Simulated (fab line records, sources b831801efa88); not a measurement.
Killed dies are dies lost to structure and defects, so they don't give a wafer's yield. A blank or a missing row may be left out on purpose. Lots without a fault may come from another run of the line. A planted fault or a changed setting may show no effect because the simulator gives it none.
fab line records | flow sky130
record lots=6 wafers=18 last_day=50
route steps=708 shown RES_XHIGH@333 SD_N@342 PAD_OPEN@708
lots that met no fault: from a run of the same line without faults
start_h: hours from the record's first day to the start of the lot's first wafer shown | wait_h: hours since the lot's step before | " the same as in the row above | L1.1+2: a row that stands for several wafers | - no value, or no start given | * or withheld: withheld | < > ~ a bound
route shown NAME@n: a module of which the file shows steps, and the number in the route of the first | usual: mean/standard deviation of fault-free wafers | same: alike in all rows | chamber/n: place in a boat | sites: the reading at each site | _std_site: their standard deviation | _edge_site: outer sites' mean less inner sites' | radius_mm: how far each site lies from the wafer's centre | mask NAME#n: copy n | behind: the tool/chamber that last shaped the wafer | hold: why the lot was held/for how many hours/how that ended | device: the transistor (n, p or np) that didn't switch | end of line: the same wafers' tests at the end of the route | a step without rows: its recipe alone | killed: dies lost to structure and defects at the first sort, not the wafer's yield | map: a wafer's dies, x killed, . not, _ none there
set.NAME: the setting as run; set.NAME@STEP: as run at that earlier step | model.NAME: the simulator's own value behind a step, which no gauge read
lots at some steps of the route; a table a step, a row a wafer
services: from which hour (start_h, from the record's first day; less than 0 if before it) a tool's chamber was out of use, for how many hours, and why
## steps
# step SKY_RES_XHIGH_HMDS_01
# recipe prime_time_s=60 prime_temp_c=120
# step SKY_RES_XHIGH_COAT_02
# recipe resist=NOVOLAK spin_rpm=3000 resist_thk_nm=1140
# step SKY_RES_XHIGH_SOFTBAKE_03
# recipe temp_c=90 time_s=60 resist=NOVOLAK
# step SKY_RES_XHIGH_EXPOSE_04
# recipe mask_id=URPM na=0.6 source_shape=conventional sigma_outer=0.6 polarization=unpolarized target_cd_nm=1270 dose_mj=140
# step SKY_RES_XHIGH_PEB_05
# recipe temp_c=withheld time_s=* resist=NOVOLAK
# step SKY_RES_XHIGH_DEVELOP_06
# recipe resist=NOVOLAK developer=TMAH develop_time_s=60 dev_temp_c=23
# step SKY_RES_XHIGH_IMPLANT_07
# recipe species=BF2 energy_kev=20 dose_cm2=3.6e+14 tilt_deg=0
# step SKY_RES_XHIGH_STRIP_08
# recipe chemistry=O2/N2 power_w=1400 pressure_mtorr=1500 platen_temp_c=withheld o2_flow_sccm=3000 n2_flow_sccm=300 overash_fraction=0.5
# usual drypump_motor_current_A=5.7/0.41 oes_product_au=0.711/0.0045 strip_time_to_endpoint_s=14.27/0.034
# columns lot.wafer tool chamber start_h wait_h drypump_motor_current_A oes_product_au rf_hours_counter_h strip_time_to_endpoint_s
L365.1 plasma_asher-02 0 649.96 0.1 6.0 0.715 51 14.35
L365.3 " 0 " " 6.0 0.706 - 14.30
L365.6 " 1 " " 4.9 0.705 - 14.29
L366.1 plasma_asher-01 1 667.13 0.1 6.1 0.708 23 14.25
L366.3 " 0 " " 5.5 0.712 - 14.23
L366.5 " 0 " " 5.5 0.711 - 14.25
L373.3 plasma_asher-01 0 715.34 0.1 5.5 0.706 - 14.25
L373.5 " 1 " " 6.1 0.709 - 14.31
L373.6 " 0 " " 5.5 0.703 - 14.24
L376.1 plasma_asher-01 0 736.91 0.1 5.5 0.719 30 14.27
L376.5 " 0 " " 5.5 0.706 - 14.25
L376.6 " 1 " " 6.1 0.704 - 14.26
L382.1 plasma_asher-02 1 782.92 0.1 4.9 0.719 64 14.26
L382.2 " 0 " " 6.0 0.711 64 14.28
L382.3 " 0 " " 6.1 0.718 - 14.27
L384.3 plasma_asher-03 1 799.29 0.1 5.9 0.716 - 14.31
L384.4 " 0 " " 5.5 0.714 - 14.24
L384.6 " 0 " " 5.5 0.712 - 14.27
# step SKY_RES_XHIGH_TW_MEAS_09
# usual RES_XHIGH_TW=1648/12
# columns lot.wafer tool chamber start_h wait_h RES_XHIGH_TW
L365.1 film_metro-01 - 650.06 0.1 1643
L365.3 " - " " 1643
L365.6 " - " " 1643
L366.1 film_metro-01 - 667.23 0.1 1632
L366.3 " - " " 1641
L366.5 " - " " 1632
L373.3 film_metro-01 - 715.43 0.1 1637
L373.5 " - " " 1642
L373.6 " - " " 1640
L376.1 film_metro-02 - 737.01 0.1 1649
L376.5 " - " " 1641
L376.6 " - " " 1651
L382.1 film_metro-01 - 783.02 0.1 1631
L382.2 " - " " 1635
L382.3 " - " " 1631
L384.3 film_metro-02 - 799.38 0.1 1653
L384.4 " - " " 1651
L384.6 " - " " 1644
# step SKY_SD_N_DEHYDRATE_00
# recipe temp_c=200 time_s=60
# step SKY_SD_N_HMDS_01
# recipe prime_time_s=60 prime_temp_c=120
# step SKY_SD_N_COAT_02
# recipe resist=NOVOLAK spin_rpm=3000 resist_thk_nm=1140
# step SKY_SD_N_SOFTBAKE_03
# recipe temp_c=90 time_s=60 resist=NOVOLAK
# usual heater_power_total_W=56.60/0.047 plate_temp_C=89.97/0.12
# columns lot.wafer tool chamber start_h wait_h heater_power_total_W plate_temp_C model.NOVOLAK_of_SD_N_COAT_02.thk_nm
L365.1 litho_track-03 0 664.12 0.1 56.60 90.06 1135
L365.3 " 0 " " 56.53 90.05 1138
L365.6 " 0 " " 56.63 90.08 1135
L366.1 litho_track-04 0 681.07 0.1 56.54 89.86 1141
L366.3 " 0 " " 56.64 90.14 1140
L366.5 " 0 " " 56.48 90.03 1139
L373.3 litho_track-03 0 730.52 0.1 59.28 93.07 1131
L373.5 " 0 " " 59.40 93.18 1131
L373.6 " 0 " " 59.49 93.23 1130
L376.1 litho_track-03 0 749.87 0.1 59.49 93.24 1124
L376.5 " 0 " " 59.45 93.23 1124
L376.6 " 0 " " 59.47 93.18 1123
L382.1 litho_track-04 0 796.87 0.1 56.59 90.07 1141
L382.2 " 0 " " 56.64 90.12 1141
L382.3 " 0 " " 56.51 89.90 1138
L384.3 litho_track-01 0 812.56 0.1 56.60 90.28 1143
L384.4 " 0 " " 56.63 90.13 1140
L384.6 " 0 " " 56.65 89.94 1140
# step SKY_SD_N_EXPOSE_04
# recipe mask_id=NSDM na=0.6 source_shape=conventional sigma_outer=0.6 polarization=unpolarized target_cd_nm=380 dose_mj=141
# step SKY_SD_N_PEB_05
# recipe temp_c=withheld time_s=* resist=NOVOLAK
# step SKY_SD_N_DEVELOP_06
# recipe resist=NOVOLAK developer=TMAH develop_time_s=60 dev_temp_c=23
# columns lot.wafer tool chamber start_h wait_h model.NOVOLAK_of_SD_N_COAT_02.thk_nm
L365.1 litho_track-03 0 678.67 0.1 1134
L365.3 " 0 " " 1138
L365.6 " 0 " " 1135
L366.1+3 litho_track-04 0 695.77 0.1 1140
L366.5 " 0 " " 1139
L373.3+5 litho_track-04 0 744.07 0.1 1131
L373.6 " 0 " " 1129
L376.1+5 litho_track-01 0 763.66 0.1 1124
L376.6 " 0 " " 1123
L382.1 litho_track-04 0 810.22 0.1 1140
L382.2 " 0 " " 1141
L382.3 " 0 " " 1137
L384.3 litho_track-03 0 825.97 0.1 1143
L384.4 " 0 " " 1140
L384.6 " 0 " " 1139
# step SKY_SD_N_CD_MEAS_07
# recipe target_cd_nm=380
# usual cd_nm=379.9/2.3
# columns lot.wafer tool chamber start_h wait_h cd_nm
L365.1 cd_sem-01 - 678.88 0.2 379.6
L365.3 " - " " 383.0
L365.6 " - " " 381.5
L366.1 cd_sem-02 - 695.92 0.1 378.2
L366.3 " - " " 376.7
L366.5 " - " " 377.6
L373.3 cd_sem-01 - 744.21 0.1 381.1
L373.5 " - " " 378.6
L373.6 " - " " 379.3
L376.1 cd_sem-01 - 763.81 0.1 377.4
L376.5 " - " " 375.7
L376.6 " - " " 379.7
L382.1 cd_sem-02 - 810.37 0.1 377.8
L382.2 " - " " 379.9
L382.3 " - " " 379.9
L384.3 cd_sem-01 - 826.11 0.1 379.0
L384.4 " - " " 380.3
L384.6 " - " " 378.6
# step SKY_SD_N_OVL_MEAS_08
# usual SD_N_OVL=0.2/1.8
# columns lot.wafer tool chamber start_h wait_h SD_N_OVL[nm]
L365.1 overlay-02 - 679.00 0.1 1.7
L365.3 " - " " 0.1
L365.6 " - " " 1.1
L366.1 overlay-01 - 696.04 0.1 1.3
L366.3 " - " " -0.2
L366.5 " - " " 0.8
L373.3 overlay-01 - 744.30 0.1 0.1
L373.5 " - " " -1.4
L373.6 " - " " -1.9
L376.1 overlay-02 - 763.93 0.1 -0.8
L376.5 " - " " -2.4
L376.6 " - " " -0.8
L382.1 overlay-02 - 810.49 0.1 2.3
L382.2 " - " " 1.5
L382.3 " - " " 1.2
L384.3 overlay-02 - 826.20 0.1 -0.5
L384.4 " - " " 1.9
L384.6 " - " " 0.2
# step SKY_SD_N_IMPLANT_09
# recipe species=As energy_kev=50 dose_cm2=4e+15 tilt_deg=0
# step SKY_SD_N_IMPLANT_10
# recipe species=P energy_kev=20 dose_cm2=1e+14 tilt_deg=0
# step SKY_SD_N_STRIP_11
# recipe chemistry=O2/N2 power_w=1400 pressure_mtorr=1500 platen_temp_c=withheld o2_flow_sccm=3000 n2_flow_sccm=300 overash_fraction=0.5
# usual drypump_motor_current_A=5.6/0.34 oes_product_au=0.528/0.0048 strip_time_to_endpoint_s=22.55/0.047
# columns lot.wafer tool chamber start_h wait_h drypump_motor_current_A oes_product_au rf_hours_counter_h strip_time_to_endpoint_s
L365.1 plasma_asher-03 1 679.33 0.1 5.9 0.520 89 22.47
L365.3 " 0 " " 5.4 0.528 - 22.49
L365.6 " 1 " " 5.9 0.524 - 22.46
L366.1 plasma_asher-03 1 696.38 0.1 6.0 0.528 90 22.60
L366.3 " 0 " " 5.5 0.530 - 22.59
L366.5 " 1 " " 6.0 0.529 - 22.57
L373.3 plasma_asher-02 1 744.66 0.1 4.9 0.518 - 22.46
L373.5 " 0 " " 6.0 0.530 - 22.44
L373.6 " 1 " " 4.9 0.524 - 22.43
L376.1 plasma_asher-02 1 764.26 0.1 4.9 0.531 62 22.33
L376.5 " 0 " " 6.0 0.530 - 22.34
L376.6 " 1 " " 4.9 0.522 - 22.34
L382.1 plasma_asher-04 1 810.83 0.1 5.3 0.523 6 22.54
L382.2 " 0 " " 5.7 0.515 6 22.54
L382.3 " 0 " " 5.6 0.534 - 22.52
L384.3 plasma_asher-02 0 826.56 0.1 6.0 0.525 - 22.57
L384.4 " 1 " " 4.9 0.535 - 22.54
L384.6 " 0 " " 6.0 0.528 - 22.54
# step SKY_SD_N_TW_MEAS_12
# usual SD_N_TW=4004/32
# columns lot.wafer tool chamber start_h wait_h SD_N_TW
L365.1 film_metro-01 - 679.43 0.1 3953
L365.3 " - " " 3969
L365.6 " - " " 3962
L366.1 film_metro-01 - 696.48 0.1 3991
L366.3 " - " " 3985
L366.5 " - " " 3973
L373.3 film_metro-03 - 744.75 0.1 4058
L373.5 " - " " 4059
L373.6 " - " " 4074
L376.1 film_metro-03 - 764.36 0.1 4072
L376.5 " - " " 4065
L376.6 " - " " 4064
L382.1 film_metro-02 - 810.93 0.1 4011
L382.2 " - " " 3999
L382.3 " - " " 4006
L384.3 film_metro-02 - 826.64 0.1 4019
L384.4 " - " " 4030
L384.6 " - " " 3999
# step SKY_PAD_OPEN_PROBE_99
# usual killed_at_M0_to_M3=44/6.9 killed_at_M4_up=3.1/1.7 killed_at_contacts=25/5.6 killed_at_front_end=14/4.3 killed_at_other=0.3/0.51 killed_dies=86/9.8 killed_open=47/6.5 killed_short=39/6.6
# same gross_dies=492 killed_at_back_side=0
# columns lot.wafer tool chamber start_h wait_h killed_at_M0_to_M3 killed_at_M4_up killed_at_contacts killed_at_front_end killed_at_other killed_dies killed_open killed_short
L365.1 prober-02 - 1112.48 0.1 43 2 25 13 2 85 49 36
L365.3 prober-02 - 1112.58 0.2 31 4 22 13 0 70 35 35
L365.6 prober-02 - 1112.73 0.2 37 3 29 20 0 89 44 45
L366.1 prober-02 - 1120.67 0.1 51 2 32 14 0 99 50 49
L366.3 prober-02 - 1120.77 0.2 41 4 19 16 0 80 48 32
L366.5 prober-02 - 1120.87 0.2 47 6 18 13 0 84 46 38
L373.3 prober-02 - 1154.97 0.2 38 6 36 18 0 98 57 41
L373.5 prober-02 - 1155.07 0.2 50 2 20 16 1 89 45 44
L373.6 prober-02 - 1155.12 0.2 49 4 27 9 1 90 40 50
L376.1 prober-02 - 1166.47 0.1 50 2 30 14 1 97 51 46
L376.5 prober-02 - 1166.67 0.2 43 5 22 6 1 77 38 39
L376.6 prober-02 - 1166.72 0.2 44 3 28 10 1 86 52 34
L382.1 prober-02 - 1195.27 0.1 51 2 14 12 0 79 44 35
L382.2 prober-02 - 1195.32 0.1 39 3 30 15 0 87 50 37
L382.3 prober-02 - 1195.37 0.2 38 1 26 26 0 91 49 42
L384.3 prober-01 - 1205.95 0.2 41 4 26 13 0 84 45 39
L384.4 prober-01 - 1206.00 0.2 39 4 20 19 0 82 43 39
L384.6 prober-01 - 1206.10 0.2 38 2 22 19 0 81 36 45
# killed by level:class
L365.1 CONTACT:geometric_particle:open=10 VIA3:geometric_particle:open=10 VIA1:geometric_particle:open=7 LI_CONTACT:geometric_particle:open=6 VIA1:geometric_particle:short=6 METAL3:geometric_particle:short=5 FIELD_ISO:geometric_particle:short=4 METAL1:geometric_particle:short=4
L365.3 CONTACT:geometric_particle:open=8 LI_CONTACT:geometric_particle:open=8 VIA1:geometric_particle:open=6 CONTACT:geometric_particle:short=5 METAL2:geometric_particle:short=5 POLY_GATE:geometric_particle:short=4 METAL1:geometric_particle:short=4 VIA2:geometric_particle:open=4
L365.6 FIELD_ISO:geometric_particle:open=12 LI_CONTACT:geometric_particle:open=8 CONTACT:geometric_particle:short=8 METAL2:geometric_particle:short=8 LOCAL_INTERCONNECT:geometric_particle:short=6 CONTACT:geometric_particle:open=6 VIA1:geometric_particle:short=6 FIELD_ISO:geometric_particle:short=5
L366.1 VIA1:geometric_particle:open=11 LI_CONTACT:geometric_particle:open=11 METAL1:geometric_particle:short=8 VIA3:geometric_particle:open=8 CONTACT:geometric_particle:open=7 VIA1:geometric_particle:short=7 METAL2:geometric_particle:short=6 LOCAL_INTERCONNECT:geometric_particle:short=6
L366.3 CONTACT:geometric_particle:open=11 VIA1:geometric_particle:open=11 METAL2:geometric_particle:short=9 POLY_GATE:geometric_particle:short=6 LI_CONTACT:geometric_particle:open=6 VIA1:geometric_particle:short=5 SPACER:geometric_particle:open=5 METAL2:geometric_particle:open=5
L366.5 METAL1:geometric_particle:short=9 LI_CONTACT:geometric_particle:open=8 METAL1:geometric_particle:open=7 CONTACT:geometric_particle:open=6 VIA1:geometric_particle:open=6 POLY_GATE:geometric_particle:short=5 VIA1:geometric_particle:short=5 METAL2:geometric_particle:short=5
L373.3 CONTACT:geometric_particle:open=12 VIA3:geometric_particle:open=11 LI_CONTACT:geometric_particle:open=9 VIA1:geometric_particle:open=9 FIELD_ISO:geometric_particle:open=6 CONTACT:geometric_particle:short=6 METAL1:geometric_particle:short=5 LI_CONTACT:geometric_particle:short=4
L373.5 VIA1:geometric_particle:open=8 POLY_GATE:geometric_particle:open=6 METAL2:geometric_particle:short=6 LOCAL_INTERCONNECT:geometric_particle:short=6 METAL1:geometric_particle:short=6 VIA3:geometric_particle:short=6 VIA2:geometric_particle:open=6 VIA3:geometric_particle:open=6
L373.6 CONTACT:geometric_particle:open=12 METAL1:geometric_particle:short=11 METAL2:geometric_particle:short=7 VIA1:geometric_particle:open=6 LI_CONTACT:geometric_particle:short=5 VIA2:geometric_particle:open=5 VIA1:geometric_particle:short=4 LOCAL_INTERCONNECT:geometric_particle:short=4
L376.1 LI_CONTACT:geometric_particle:open=10 VIA3:geometric_particle:open=10 VIA1:geometric_particle:open=8 CONTACT:geometric_particle:open=7 METAL2:geometric_particle:short=6 LOCAL_INTERCONNECT:geometric_particle:short=5 CONTACT:geometric_particle:short=5 METAL1:geometric_particle:short=5
L376.5 CONTACT:geometric_particle:open=8 VIA1:geometric_particle:open=7 VIA3:geometric_particle:short=7 CONTACT:geometric_particle:short=6 VIA1:geometric_particle:short=6 VIA3:geometric_particle:open=6 METAL1:geometric_particle:short=5 VIA2:geometric_particle:open=5
L376.6 CONTACT:geometric_particle:open=15 VIA1:geometric_particle:open=13 LI_CONTACT:geometric_particle:open=7 VIA2:geometric_particle:open=7 VIA2:geometric_particle:short=5 VIA1:geometric_particle:short=4 POLY_GATE:geometric_particle:short=3 CONTACT:geometric_particle:short=3
L382.1 VIA1:geometric_particle:open=11 VIA1:geometric_particle:short=10 VIA3:geometric_particle:open=9 VIA2:geometric_particle:open=7 CONTACT:geometric_particle:open=6 METAL1:geometric_particle:short=5 POLY_GATE:geometric_particle:open=4 FIELD_ISO:geometric_particle:short=3
L382.2 VIA1:geometric_particle:open=13 CONTACT:geometric_particle:open=9 LOCAL_INTERCONNECT:geometric_particle:short=9 LI_CONTACT:geometric_particle:open=6 FIELD_ISO:geometric_particle:short=5 VIA3:geometric_particle:open=5 FIELD_ISO:geometric_particle:open=4 POLY_GATE:geometric_particle:short=4
L382.3 VIA1:geometric_particle:open=11 FIELD_ISO:geometric_particle:open=8 CONTACT:geometric_particle:open=8 FIELD_ISO:geometric_particle:short=6 CONTACT:geometric_particle:short=6 METAL1:geometric_particle:short=6 LI_CONTACT:geometric_particle:open=5 METAL2:geometric_particle:short=5
L384.3 VIA2:geometric_particle:open=10 LI_CONTACT:geometric_particle:open=7 CONTACT:geometric_particle:short=7 VIA3:geometric_particle:open=7 VIA1:geometric_particle:open=6 LOCAL_INTERCONNECT:geometric_particle:short=6 CONTACT:geometric_particle:open=6 POLY_GATE:geometric_particle:short=5
L384.4 VIA1:geometric_particle:open=9 CONTACT:geometric_particle:open=8 LI_CONTACT:geometric_particle:open=6 POLY_GATE:geometric_particle:short=5 METAL2:geometric_particle:short=5 LOCAL_INTERCONNECT:geometric_particle:short=4 METAL1:geometric_particle:short=4 VIA1:geometric_particle:short=4
L384.6 METAL1:geometric_particle:short=9 VIA2:geometric_particle:open=8 POLY_GATE:geometric_particle:short=7 LI_CONTACT:geometric_particle:open=7 VIA1:geometric_particle:open=7 LOCAL_INTERCONNECT:geometric_particle:short=6 FIELD_ISO:geometric_particle:short=5 METAL3:geometric_particle:short=5
## services
# columns tool chamber start_h hours kind
plasma_asher-02 - 687.23 1.1 repair
plasma_asher-04 - 733.75 9.0 pm
plasma_asher-04 0 733.75 9.0 vent_cycle
plasma_asher-04 1 733.75 9.0 vent_cycle
plasma_asher-01 - 737.01 1.2 repair
plasma_asher-04 0 742.75 - clean
plasma_asher-04 1 742.75 - clean
plasma_asher-04 - 760.60 1.2 repair
## key
first_sign step=SKY_SD_N_SOFTBAKE_03 reading=heater_power_total_W direction=up sigmas=61 usual=* struck=*
effect step=SKY_SD_N_SOFTBAKE_03 reading=plate_temp_C direction=up sigmas=27 usual=* struck=*
effect step=SKY_SD_N_STRIP_11 reading=strip_time_to_endpoint_s direction=down sigmas=3.3 usual=* struck=* through=*
model_effect step=SKY_SD_N_SOFTBAKE_03 value=NOVOLAK_of_SD_N_COAT_02.thk_nm without=1137 struck=1127
model_effect step=SKY_SD_N_DEVELOP_06 value=NOVOLAK_of_SD_N_COAT_02.thk_nm without=1136 struck=1127
met_at SKY_SD_N_SOFTBAKE_03
struck_wafers L373.3,L373.5,L373.6,L376.1,L376.5,L376.6
tester_left_out L373,L376
loop_trim step=SKY_SD_N_EXPOSE_04 setting=dose lots=L376
onset_between 664.12 730.52
fault kind=process_parameter_drift tool=litho_track-03 chamber=- onset_h=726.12 steps=SKY_SD_N_SOFTBAKE_03 channel=temp_c offset=* shape=step end_h=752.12 acts_in=* stated=*
# tester_left_out: of these lots the tester's yield and bins aren't shown, on N5 and GAA mostly nor the transistor test; their killed dies are dies lost to structure and defects alone, not to doping, threshold or leakage, so they don't give the yield
# loop_trim: a control loop set the setting to another value than it would have without faults
